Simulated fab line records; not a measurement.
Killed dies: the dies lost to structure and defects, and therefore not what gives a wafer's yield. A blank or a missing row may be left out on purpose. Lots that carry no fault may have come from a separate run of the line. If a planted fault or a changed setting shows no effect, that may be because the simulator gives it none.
fab line records -- flow sfq_line
[record] lots = 14, wafers = 42, last_day = 77
route steps=325 shown L0@3
lots that met no fault: taken from a fault-free run of the same line
start_h: the number of hours between the record's first day and the start of the first shown wafer of the lot -- wait_h: how many hours have passed since the lot's step before this one -- " the same as in the row above -- L1.1+2: a single row standing in for several wafers -- - no value, or no start was given -- * or withheld: withheld -- < > ~ a bound
route shown NAME@n: NAME is a module with steps in the file, n the number in the route of the first one -- usual: mean and standard deviation over wafers with no fault -- same: alike in all rows -- chamber/n: place in a boat -- sites: the reading at each site -- _std_site: how widely they spread, as a standard deviation -- _edge_site: the outer-site mean with the inner-site mean subtracted -- radius_mm: for every site, how far away it sits from the centre of the wafer -- mask NAME#n: copy n -- behind: the most recent tool/chamber to have shaped the wafer -- hold: why the lot went on hold/how many hours it stayed there/how the hold came to an end -- device: which transistor (n, p or np) failed to switch -- end of line: tests run on the same wafers once the route is complete -- a step without rows: its recipe alone -- killed: not the wafer's yield, but the dies lost to structure and defects at the first sort -- map: shows each die of a wafer: x if killed, . if not, _ if none is there
set.NAME: setting as actually run; set.NAME@STEP: the setting as run at that earlier step -- model.NAME: the simulator's own value behind a step, which no gauge read
a sample of lots followed through the steps of the route, with each step as a table and each wafer as a row
services: the hour from which a tool's chamber was out of use, counted from the record's first day as start_h (under 0 if before that day), plus the number of hours and why
[[steps]]
[step SFQ_TRILAYER_L0_DEP_SPUTTER_003]
[recipe] material = MoNx_KI, base_pressure_pa = 1.33e-06, target_thk_nm = 40, power_w = 800, time_s = 100, chamber_pressure_pa = 0.4
[usual] cathode_dc_power_W = 800.00/0.15, throttle_valve_pct = 29.9/0.88
lot.wafer,tool,chamber,start_h,wait_h,cathode_dc_power_W,throttle_valve_pct
L943.2,pvd_sputter-04,-,17.49,0.0,800.21,29.1
L943.4,pvd_sputter-04,-,17.49,0.0,799.92,29.2
L943.6,pvd_sputter-04,-,17.49,0.0,800.11,29.3
L946.1,pvd_sputter-03,-,32.49,0.0,800.02,29.3
L946.3,pvd_sputter-03,-,32.49,0.0,799.91,30.1
L946.5,pvd_sputter-03,-,32.49,0.0,799.85,29.8
L947.1,pvd_sputter-04,-,37.49,0.0,799.93,29.2
L947.2,pvd_sputter-04,-,37.49,0.0,800.31,29.8
L947.3,pvd_sputter-04,-,37.49,0.0,800.15,28.9
L948.2,pvd_sputter-05,-,42.49,0.0,799.98,30.9
L948.3,pvd_sputter-05,-,42.49,0.0,799.93,29.6
L948.5,pvd_sputter-05,-,42.49,0.0,800.08,31.1
L949.1,pvd_sputter-05,-,47.49,0.0,800.06,28.3
L949.2,pvd_sputter-05,-,47.49,0.0,799.98,30.8
L949.6,pvd_sputter-05,-,47.49,0.0,800.12,30.9
L950.3,pvd_sputter-04,-,52.49,0.0,799.85,29.5
L950.4,pvd_sputter-04,-,52.49,0.0,799.69,29.1
L950.5,pvd_sputter-04,-,52.49,0.0,799.94,29.3
L951.1,pvd_sputter-03,-,57.49,0.0,800.02,30.0
L951.3,pvd_sputter-03,-,57.49,0.0,799.80,29.2
L951.6,pvd_sputter-03,-,57.49,0.0,800.10,29.9
L953.1,pvd_sputter-05,-,67.49,0.0,800.13,29.7
L953.2,pvd_sputter-05,-,67.49,0.0,799.59,28.3
L953.6,pvd_sputter-05,-,67.49,0.0,799.97,29.7
L954.2,pvd_sputter-04,-,72.49,0.0,799.90,29.4
L954.5,pvd_sputter-04,-,72.49,0.0,800.15,29.2
L954.6,pvd_sputter-04,-,72.49,0.0,799.65,29.6
L955.2,pvd_sputter-03,-,77.49,0.0,800.08,30.3
L955.4,pvd_sputter-03,-,77.49,0.0,799.95,29.6
L955.6,pvd_sputter-03,-,77.49,0.0,799.99,29.8
L961.1,pvd_sputter-04,-,107.49,0.0,764.96,30.0
L961.2,pvd_sputter-04,-,107.49,0.0,765.04,29.6
L961.5,pvd_sputter-04,-,107.49,0.0,765.29,29.3
L962.2,pvd_sputter-04,-,112.49,0.0,764.99,29.1
L962.3,pvd_sputter-04,-,112.49,0.0,765.02,31.7
L962.5,pvd_sputter-04,-,112.49,0.0,765.10,29.3
L963.1,pvd_sputter-05,-,117.49,0.0,800.03,29.7
L963.4,pvd_sputter-05,-,117.49,0.0,799.71,31.0
L963.5,pvd_sputter-05,-,117.49,0.0,799.82,29.5
L964.4,pvd_sputter-03,-,122.49,0.0,800.09,29.1
L964.5,pvd_sputter-03,-,122.49,0.0,799.99,29.7
L964.6,pvd_sputter-03,-,122.49,0.0,800.08,29.8
[step SFQ_L0_RS_MEAS_901]
[recipe] thk_meas_gauge = four-point-probe, reads = MoNx_KI_of_TRILAYER_L0_DEP_SPUTTER_003
[usual] L0_MONX_KI_RS = 43.7/0.62
lot.wafer,tool,chamber,start_h,wait_h,L0_MONX_KI_RS[ohm/sq]
L943.2,film_metro-04,-,17.58,0.1,43.5
L943.4,film_metro-04,-,17.58,0.1,43.2
L943.6,film_metro-04,-,17.58,0.1,43.9
L946.1,film_metro-04,-,32.56,0.0,43.8
L946.3,film_metro-04,-,32.56,0.0,43.6
L946.5,film_metro-04,-,32.56,0.0,43.5
L947.1,film_metro-02,-,37.56,0.0,44.3
L947.2,film_metro-02,-,37.56,0.0,44.2
L947.3,film_metro-02,-,37.56,0.0,43.7
L948.2,film_metro-02,-,42.58,0.1,43.2
L948.3,film_metro-02,-,42.58,0.1,43.8
L948.5,film_metro-02,-,42.58,0.1,43.5
L949.1,film_metro-02,-,47.56,0.0,43.7
L949.2,film_metro-02,-,47.56,0.0,44.3
L949.6,film_metro-02,-,47.56,0.0,43.9
L950.3,film_metro-03,-,52.60,0.1,43.8
L950.4,film_metro-03,-,52.60,0.1,43.2
L950.5,film_metro-03,-,52.60,0.1,43.8
L951.1,film_metro-04,-,57.56,0.0,42.9
L951.3,film_metro-04,-,57.56,0.0,43.0
L951.6,film_metro-04,-,57.56,0.0,42.9
L953.1,film_metro-04,-,67.56,0.0,43.9
L953.2,film_metro-04,-,67.56,0.0,43.7
L953.6,film_metro-04,-,67.56,0.0,43.9
L954.2,film_metro-03,-,72.58,0.1,42.9
L954.5,film_metro-03,-,72.58,0.1,42.7
L954.6,film_metro-03,-,72.58,0.1,43.1
L955.2,film_metro-03,-,77.58,0.1,43.7
L955.4,film_metro-03,-,77.58,0.1,43.7
L955.6,film_metro-03,-,77.58,0.1,43.8
L961.1,film_metro-02,-,107.56,0.0,46.2
L961.2,film_metro-02,-,107.56,0.0,46.5
L961.5,film_metro-02,-,107.56,0.0,46.3
L962.2,film_metro-02,-,112.58,0.1,45.0
L962.3,film_metro-02,-,112.58,0.1,46.6
L962.5,film_metro-02,-,112.58,0.1,46.1
L963.1,film_metro-03,-,117.56,0.0,44.2
L963.4,film_metro-03,-,117.56,0.0,43.7
L963.5,film_metro-03,-,117.56,0.0,43.8
L964.4,film_metro-03,-,122.62,0.1,43.8
L964.5,film_metro-03,-,122.62,0.1,43.9
L964.6,film_metro-03,-,122.62,0.1,43.0
[step SFQ_L0_THK_MEAS_902]
[recipe] thk_meas_gauge = xrf, reads = MoNx_KI_of_TRILAYER_L0_DEP_SPUTTER_003
[usual] L0_MONX_KI_THK = 40.5/0.58
lot.wafer,tool,chamber,start_h,wait_h,L0_MONX_KI_THK[nm]
L943.2,film_metro-04,-,17.69,0.1,40.7
L943.4,film_metro-04,-,17.69,0.1,41.2
L943.6,film_metro-04,-,17.69,0.1,40.2
L946.1,film_metro-04,-,32.68,0.1,40.5
L946.3,film_metro-04,-,32.68,0.1,40.6
L946.5,film_metro-04,-,32.68,0.1,40.5
L947.1,film_metro-02,-,37.68,0.1,40.1
L947.2,film_metro-02,-,37.68,0.1,40.1
L947.3,film_metro-02,-,37.68,0.1,40.6
L948.2,film_metro-02,-,42.69,0.1,41.1
L948.3,film_metro-02,-,42.69,0.1,40.5
L948.5,film_metro-02,-,42.69,0.1,40.7
L949.1,film_metro-02,-,47.68,0.1,40.5
L949.2,film_metro-02,-,47.68,0.1,40.0
L949.6,film_metro-02,-,47.68,0.1,40.8
L950.3,film_metro-03,-,52.70,0.1,40.1
L950.4,film_metro-03,-,52.70,0.1,41.3
L950.5,film_metro-03,-,52.70,0.1,40.4
L951.1,film_metro-04,-,57.68,0.1,41.5
L951.3,film_metro-04,-,57.68,0.1,41.2
L951.6,film_metro-04,-,57.68,0.1,41.4
L953.1,film_metro-04,-,67.68,0.1,40.5
L953.2,film_metro-04,-,67.68,0.1,40.7
L953.6,film_metro-04,-,67.68,0.1,40.7
L954.2,film_metro-03,-,72.69,0.1,41.0
L954.5,film_metro-03,-,72.69,0.1,41.2
L954.6,film_metro-03,-,72.69,0.1,41.0
L955.2,film_metro-03,-,77.69,0.1,40.2
L955.4,film_metro-03,-,77.69,0.1,40.3
L955.6,film_metro-03,-,77.69,0.1,40.5
L961.1,film_metro-02,-,107.68,0.1,38.5
L961.2,film_metro-02,-,107.68,0.1,38.0
L961.5,film_metro-02,-,107.68,0.1,38.1
L962.2,film_metro-02,-,112.69,0.1,39.4
L962.3,film_metro-02,-,112.69,0.1,38.1
L962.5,film_metro-02,-,112.69,0.1,38.2
L963.1,film_metro-03,-,117.68,0.1,40.2
L963.4,film_metro-03,-,117.68,0.1,40.7
L963.5,film_metro-03,-,117.68,0.1,40.4
L964.4,film_metro-03,-,122.71,0.1,40.6
L964.5,film_metro-03,-,122.71,0.1,40.5
L964.6,film_metro-03,-,122.71,0.1,41.2
[step SFQ_TRILAYER_L0_ETCH_METAL_ETCH_008]
[recipe] target = MoNx_KI, stop_on = SiO2, mask_material = PR, chemistry = SF6/O2, target_depth_nm = 50, icp_w = 600, bias_w = 80, pressure_mtorr = 10, time_s = 25
[usual] drypump_motor_current_A = 5.7/0.41, oes_product_au = 0.871/0.0084, rf_fwd_power_W = 592.7/2.3
lot.wafer,tool,chamber,start_h,wait_h,drypump_motor_current_A,oes_product_au,rf_fwd_power_W,rf_hours_counter_h
L943.2,rie_metal-02,1,60.50,0.0,5.6,0.873,592.8,195
L943.4,rie_metal-02,0,60.50,0.0,6.3,0.889,592.1,-
L943.6,rie_metal-02,1,60.50,0.0,5.6,0.869,594.8,-
L946.1,rie_metal-03,0,74.90,0.0,5.1,0.879,590.7,97
L946.3,rie_metal-03,0,74.90,0.0,5.1,0.862,592.5,-
L946.5,rie_metal-03,1,74.90,0.0,5.3,0.877,593.9,-
L947.1,rie_metal-03,0,80.90,0.0,5.1,0.865,592.0,98
L947.2,rie_metal-03,1,80.90,0.0,5.3,0.870,594.0,89
L947.3,rie_metal-03,1,80.90,0.0,5.3,0.872,591.6,-
L948.2,rie_metal-04,1,85.70,0.0,5.8,0.869,590.6,80
L948.3,rie_metal-04,1,85.70,0.0,5.8,0.886,587.7,-
L948.5,rie_metal-04,0,85.70,0.0,6.0,0.873,594.4,-
L949.1,rie_metal-04,0,94.10,0.0,6.0,0.870,592.7,101
L949.2,rie_metal-04,1,94.10,0.0,5.8,0.864,588.4,82
L949.6,rie_metal-04,1,94.10,0.0,5.9,0.866,591.1,-
L950.3,rie_metal-03,0,100.12,0.0,5.1,0.865,594.2,-
L950.4,rie_metal-03,1,100.12,0.0,5.3,0.878,592.8,-
L950.5,rie_metal-03,0,100.12,0.0,5.1,0.872,592.8,-
L951.1,rie_metal-04,1,108.50,0.0,5.8,0.876,589.8,84
L951.3,rie_metal-04,1,108.50,0.0,5.8,0.880,591.5,-
L951.6,rie_metal-04,0,108.50,0.0,6.0,0.879,590.9,-
L953.1,rie_metal-03,0,118.10,0.0,5.1,0.865,594.9,104
L953.2,rie_metal-03,1,118.10,0.0,5.3,0.869,595.8,95
L953.6,rie_metal-03,1,118.10,0.0,5.3,0.867,594.9,-
L954.2,rie_metal-04,1,124.10,0.0,5.9,0.879,594.2,87
L954.5,rie_metal-04,1,124.10,0.0,5.8,0.880,590.6,-
L954.6,rie_metal-04,0,124.10,0.0,6.0,0.877,591.2,-
L955.2,rie_metal-04,0,128.90,0.0,6.0,0.870,590.3,106
L955.4,rie_metal-04,0,128.90,0.0,6.0,0.872,591.6,-
L955.6,rie_metal-04,1,128.90,0.0,5.9,0.868,591.5,-
L961.1,rie_metal-04,0,160.70,0.1,6.0,0.839,593.0,114
L961.2,rie_metal-04,0,160.70,0.1,6.0,0.847,595.2,-
L961.5,rie_metal-04,0,160.70,0.1,6.0,0.851,592.0,-
L962.2,rie_metal-04,0,166.71,0.1,6.0,0.861,591.6,-
L962.3,rie_metal-04,0,166.71,0.1,6.0,0.839,590.4,-
L962.5,rie_metal-04,0,166.71,0.1,6.0,0.838,592.4,-
L963.1,rie_metal-04,0,171.50,0.1,6.0,0.865,591.3,118
L963.4,rie_metal-04,0,171.50,0.1,6.0,0.877,590.3,-
L963.5,rie_metal-04,0,171.50,0.1,6.0,0.866,589.3,-
L964.4,rie_metal-03,0,177.45,0.0,5.1,0.872,590.2,-
L964.5,rie_metal-03,0,177.45,0.0,5.1,0.867,594.1,-
L964.6,rie_metal-03,1,177.45,0.0,5.3,0.880,591.5,-
[[services]]
tool,chamber,start_h,hours,kind
rie_metal-03,-,10.33,0.6,repair
pvd_sputter-04,2,16.61,-,consumable_replace:kit
pvd_sputter-04,2,16.61,18.0,scheduled_down
pvd_sputter-04,2,16.61,18.0,vent_cycle
pvd_sputter-03,-,99.33,2.4,repair
rie_metal-02,1,109.68,-,clean
rie_metal-02,1,109.68,23.7,scheduled_down
rie_metal-02,1,109.68,23.7,vent_cycle
pvd_sputter-05,-,130.04,2.9,repair
pvd_sputter-03,-,135.82,3.9,repair
rie_metal-04,1,142.19,118.9,repair
rie_metal-03,-,144.03,2.8,pm
pvd_sputter-05,-,161.31,1.9,repair
pvd_sputter-03,-,174.46,2.0,repair
pvd_sputter-04,-,175.06,6.8,repair
[[key]]
[first_sign] step = SFQ_TRILAYER_L0_DEP_SPUTTER_003, reading = cathode_dc_power_W, direction = down, sigmas = 99+, usual = 800.00, struck = 765.07
[effect] step = SFQ_L0_RS_MEAS_901, reading = L0_MONX_KI_RS, direction = up, sigmas = 3.9, usual = 43.7, struck = 46.1
[effect] step = SFQ_L0_THK_MEAS_902, reading = L0_MONX_KI_THK, direction = down, sigmas = 3.6, usual = 40.5, struck = 38.4
[effect] step = SFQ_TRILAYER_L0_ETCH_METAL_ETCH_008, reading = oes_product_au, direction = down, sigmas = 3, usual = 0.871, struck = 0.846
met_at SFQ_TRILAYER_L0_DEP_SPUTTER_003
struck_lots L961,L962
onset_between 72.49 107.49
[fault] kind = process_parameter_drift, tool = pvd_sputter-04, chamber = -, onset_h = 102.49, steps = SFQ_TRILAYER_L0_DEP_SPUTTER_003, channel = power_w, offset = -34.985, shape = step, end_h = 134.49, acts_in = these_recipes_only, stated = 800
